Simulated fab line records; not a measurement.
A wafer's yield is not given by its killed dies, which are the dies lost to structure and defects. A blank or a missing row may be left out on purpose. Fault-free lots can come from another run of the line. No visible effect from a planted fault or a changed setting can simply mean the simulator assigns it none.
The tool behind it: which one? | flow sky130 | Sampling: 24 lots, 72 wafers, 4 of 708 route steps

== WHAT THE GAUGES READ, wafer by wafer ==
SKY_CONTACT_THK_MEAS_26: measures by xrf. Usual: CONTACT_W_THK typically reads 345 nm, with standard deviation 4.4.
lot  | measured     | on           | CONTACT_W_THK (nm) | flag
L074 | day 31 03:19 | filmMetro-04 | 342 347 347        | 
L075 | day 31 15:01 | filmMetro-03 | 353 350 352        | 
L076 | day 32 04:41 | filmMetro-03 | 348 347 351        | 
L077 | day 32 11:36 | filmMetro-04 | 339 347 344        | 
L079 | day 32 15:52 | filmMetro-04 | 340 338 340        | 
L078 | day 32 21:19 | filmMetro-04 | 343 342 344        | 
L080 | day 33 10:59 | filmMetro-02 | 347 351 346        | 
L081 | day 33 21:56 | filmMetro-02 | 347 346 342        | 
L082 | day 33 23:30 | filmMetro-02 | 347 347 346        | 
L083 | day 34 04:32 | filmMetro-04 | 351 349 350        | 
L084 | day 34 20:34 | filmMetro-02 | 343 345 341        | 
L085 | day 35 03:33 | filmMetro-04 | 350 340 346        | 
L086 | day 35 10:10 | filmMetro-04 | 345 350 344        | 
L087 | day 35 11:19 | filmMetro-04 | 343 346 339        | 
L088 | day 36 02:35 | filmMetro-02 | 346 337 337        | 
L089 | day 36 04:26 | filmMetro-03 | 349 345 350        | 
L090 | day 36 22:34 | filmMetro-04 | 344 339 344        | 
L091 | day 37 02:26 | filmMetro-03 | 342 345 347        | 
L092 | day 37 02:57 | filmMetro-04 | 351 349 343        | 
L093 | day 37 10:40 | filmMetro-02 | 339 339 344        | 
L094 | day 37 21:31 | filmMetro-02 | 337 335 345        | 
L096 | day 38 05:39 | filmMetro-03 | 347 348 353        | 
L095 | day 38 11:02 | filmMetro-03 | 353 349 349        | 
L097 | day 38 20:23 | filmMetro-03 | 341 343 348        | 

SKY_VIA3_OVL_MEAS_13. Usual: VIA3_OVL typically reads 4 nm, with standard deviation 4.7.
lot  | measured     | on         | VIA3_OVL (nm) | flag
L074 | day 39 03:47 | overlay-01 | 10 11 8       | 
L075 | day 39 15:59 | overlay-01 | -1 -2 -1      | 
L076 | day 40 02:58 | overlay-02 | 6 9 6         | 
L077 | day 40 07:00 | overlay-02 | 0 3 0         | 
L079 | day 40 19:58 | overlay-02 | 3 3 3         | 
L078 | day 40 20:02 | overlay-01 | 14 13 12      | 
L080 | day 41 04:10 | overlay-01 | 9 -3 5        | 
L081 | day 41 16:15 | overlay-01 | 2 2 -5        | 
L082 | day 41 17:50 | overlay-01 | 1 2 -2        | 
L083 | day 41 23:12 | overlay-01 | 0 2 6         | 
L084 | day 42 13:50 | overlay-02 | 7 5 -3        | 
L085 | day 42 19:33 | overlay-01 | -7 -3 -2      | 
L086 | day 43 00:50 | overlay-01 | 4 4 7         | 
L087 | day 43 03:24 | overlay-02 | -1 -1 2       | 
L088 | day 43 15:33 | overlay-02 | 2 5 -1        | 
L089 | day 43 15:55 | overlay-01 | 4 1 7         | 
L090 | day 44 07:23 | overlay-02 | -2 7 0        | 
L091 | day 44 09:59 | overlay-01 | -3 -4 -2      | 
L092 | day 44 12:11 | overlay-02 | 13 6 1        | 
L093 | day 44 17:55 | overlay-01 | 6 6 10        | 
L094 | day 45 04:31 | overlay-02 | 0 3 2         | 
L096 | day 45 11:10 | overlay-01 | 9 4 11        | 
L095 | day 45 17:46 | overlay-02 | 11 8 9        | 
L097 | day 46 00:27 | overlay-01 | 0 3 10        | 

SKY_VIA4_THK_MEAS_20: measures by xrf. Usual: VIA4_W_THK typically reads 514 nm, with standard deviation 7.5.
lot  | measured     | on           | VIA4_W_THK (nm) | flag
L074 | day 42 08:27 | filmMetro-03 | 506 503 506     | 
L075 | day 42 20:46 | filmMetro-04 | 526 516 512     | 
L076 | day 43 07:06 | filmMetro-04 | 527 520 512     | 
L077 | day 43 09:42 | filmMetro-04 | 508 512 505     | 
L079 | day 43 22:23 | filmMetro-04 | 503 510 509     | 
L078 | day 43 23:03 | filmMetro-03 | 505 504 508     | 
L080 | day 44 07:55 | filmMetro-02 | 517 515 512     | 
L081 | day 44 18:09 | filmMetro-04 | 520 516 519     | 
L082 | day 44 20:44 | filmMetro-02 | 522 520 522     | 
L083 | day 45 01:57 | filmMetro-04 | 521 517 514     | 
L084 | day 45 13:11 | filmMetro-04 | 510 510 518     | 
L085 | day 45 19:50 | filmMetro-03 | 497 500 501     | 
L086 | day 45 23:31 | filmMetro-04 | 517 518 514     | 
L087 | day 46 01:53 | filmMetro-02 | 518 522 512     | 
L088 | day 46 12:05 | filmMetro-02 | 536 521 517     | 
L089 | day 46 12:23 | filmMetro-04 | 516 511 507     | 
L090 | day 47 03:01 | filmMetro-04 | 507 507 509     | 
L091 | day 47 05:34 | filmMetro-04 | 513 518 513     | 
L092 | day 47 07:12 | filmMetro-04 | 517 518 515     | 
L093 | day 47 11:10 | filmMetro-04 | 513 510 509     | 
L094 | day 47 22:13 | filmMetro-04 | 509 509 512     | 
L096 | day 48 04:22 | filmMetro-04 | 509 514 515     | 
L095 | day 48 10:17 | filmMetro-03 | 505 524 515     | 
L097 | day 48 16:08 | filmMetro-03 | 504 509 504     | 

== TOOL THAT RAN EACH LOT (tool first, then ch and the chambers of the sampled wafers, then the start) ==
lot  | SKY_METAL4_STRIP_19
L074 | plasmaAsher-03 ch 0,1, day 41 06:58
L075 | plasmaAsher-01 ch 0,1, day 41 18:49
L076 | plasmaAsher-03 ch 0,1, day 42 05:18
L077 | plasmaAsher-01 ch 0,1, day 42 08:31
L079 | plasmaAsher-03 ch 0,1, day 42 21:01
L078 | plasmaAsher-01 ch 0,1, day 42 22:10
L080 | plasmaAsher-01 ch 0,1, day 43 06:37
L081 | plasmaAsher-03 ch 0,1, day 43 16:58
L082 | plasmaAsher-03 ch 0,1, day 43 20:07
L083 | plasmaAsher-04 ch 0,1, day 44 01:00
L084 | plasmaAsher-01 ch 1, day 44 14:09
L085 | plasmaAsher-01 ch 1, day 44 20:00
L086 | plasmaAsher-03 ch 0,1, day 45 01:06
L087 | plasmaAsher-03 ch 0,1, day 45 03:12
L088 | plasmaAsher-01 ch 1, day 45 13:33
L089 | plasmaAsher-03 ch 1, day 45 14:13
L090 | plasmaAsher-03 ch 0,1, day 46 05:14
L091 | plasmaAsher-04 ch 0,1, day 46 07:22
L092 | plasmaAsher-01 ch 0,1, day 46 09:18
L093 | plasmaAsher-01 ch 0,1, day 46 13:55
L094 | plasmaAsher-01 ch 1, day 47 00:16
L096 | plasmaAsher-04 ch 0,1, day 47 06:57
L095 | plasmaAsher-04 ch 0,1, day 47 13:12
L097 | plasmaAsher-03 ch 0,1, day 47 19:11
- SKY_METAL4_STRIP_19: strips in O2/N2.

== WHAT THE TOOLS THEMSELVES READ (means of the sampled wafers that have a number; where no wafer has one, the mark that the record gives instead) ==
SKY_METAL4_STRIP_19. Usual: drypumpMotorCurrentA 5.6 A, standard deviation 0.31; oesProductAu 0.503 a.u., standard deviation 0.005; stripTimeToEndpointS 6.55 s, standard deviation 0.063.
lot  | tool           | drypumpMotorCurrentA (A) | oesProductAu (a.u.) | stripTimeToEndpointS (s) | flag
L074 | plasmaAsher-03 | 5.6                      | 0.497               | 6.47                     | 
L075 | plasmaAsher-01 | 5.8                      | 0.499               | 6.52                     | 
L076 | plasmaAsher-03 | 5.8                      | 0.505               | 6.60                     | 
L077 | plasmaAsher-01 | 5.6                      | 0.503               | 6.59                     | 
L079 | plasmaAsher-03 | 5.6                      | 0.512               | 6.59                     | 
L078 | plasmaAsher-01 | 5.8                      | 0.506               | 6.55                     | 
L080 | plasmaAsher-01 | 5.6                      | 0.501               | 6.51                     | 
L081 | plasmaAsher-03 | 5.6                      | 0.506               | 6.64                     | 
L082 | plasmaAsher-03 | 5.8                      | 0.502               | 6.55                     | 
L083 | plasmaAsher-04 | 5.2                      | 0.506               | 6.48                     | 
L084 | plasmaAsher-01 | 5.5                      | 0.505               | 6.63                     | 
L085 | plasmaAsher-01 | 5.5                      | 0.503               | 6.53                     | 
L086 | plasmaAsher-03 | 5.8                      | 0.504               | 6.58                     | 
L087 | plasmaAsher-03 | 5.8                      | 0.504               | 6.58                     | 
L088 | plasmaAsher-01 | 5.5                      | 0.504               | 6.57                     | 
L089 | plasmaAsher-03 | 5.9                      | 0.500               | 6.50                     | 
L090 | plasmaAsher-03 | 5.6                      | 0.499               | 6.57                     | 
L091 | plasmaAsher-04 | 5.0                      | 0.501               | 6.48                     | 
L092 | plasmaAsher-01 | 5.7                      | 0.503               | 6.61                     | 
L093 | plasmaAsher-01 | 5.6                      | 0.505               | 6.51                     | 
L094 | plasmaAsher-01 | 5.5                      | 0.501               | 6.56                     | 
L096 | plasmaAsher-04 | 5.3                      | 0.502               | 6.56                     | 
L095 | plasmaAsher-04 | 5.0                      | 0.502               | 6.47                     | 
L097 | plasmaAsher-03 | 5.6                      | 0.505               | 6.59                     | 

== THE ANSWER, worked out from the rows above alone ==
Rule: a lot is off if the mean of its wafers that have a number lies more than 3 standard deviations from the usual mean. Also off: a lot with no number at a reading for which 4 or more lots have one. The other lots that the step has rows for count as sound. The gauges are gone through in route order, then the tools' own readings, and for those a lot's mean is taken as printed above. The first step at which some lot is off is used, and at that step the reading that is off furthest; a lot without a number counts as furthest.
Across all readings shown, no lot is off: no conclusion can be drawn from this.

== WHAT HAD BEEN PUT IN BY THE SIMULATOR ==
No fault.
